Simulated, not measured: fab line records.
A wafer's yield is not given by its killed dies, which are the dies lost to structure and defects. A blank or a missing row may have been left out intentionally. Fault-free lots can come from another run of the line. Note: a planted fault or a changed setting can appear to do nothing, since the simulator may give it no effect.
Matching of chambers ; flow sky130 ; rieDiel-04 running SKY_VIA4_ETCH_12: 4 sister chambers
The step etches SiO2 in C4F8/O2/Ar, stops on TiN, target depth 580 nm. 4 wafers are shown with their chamber, then 7 later ones without.

WAFERS PAIRED WITH THEIR CHAMBERS
wafer;chamber;oesProductAu (a.u.)
L195.3;3;0.931
L195.6;0;0.932
L205.2;1;0.928
L205.4;2;0.922

WAFERS MISSING THEIR CHAMBER
wafer;oesProductAu (a.u.)
L205.5;0.921
L210.3;0.934
L210.4;0.921
L210.5;0.922
L211.1;0.926
L211.3;0.923
L211.6;0.924

CHAMBER TAKEN BY EACH
wafer;from the rows above;in truth
L205.5;2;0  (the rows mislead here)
L210.3;can't be placed: 0 or 3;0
L210.4;2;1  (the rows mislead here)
L210.5;2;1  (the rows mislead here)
L211.1;can't be placed: 1 or 2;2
L211.3;2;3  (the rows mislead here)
L211.6;can't be placed: 2 or 1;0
Correctly placed: 0 of 7. These rows do not allow placing 3 (true chamber among the candidates in 2). Number placed wrongly: 4.
How it was worked out, from the rows above alone: a wafer's distance from a chamber is the root of the sum, over the readings, of the square of ((its reading less the chamber's mean) divided by the reading's scatter). If the next closest chamber is less than 2 further off than the closest, the wafer can't be placed; otherwise it belongs to the closest. Each chamber's mean is taken over the wafers shown for it. The scatter (one wafer shown for each chamber): square how far every hidden wafer sits from the nearest shown wafer, average those squares and take the square root.
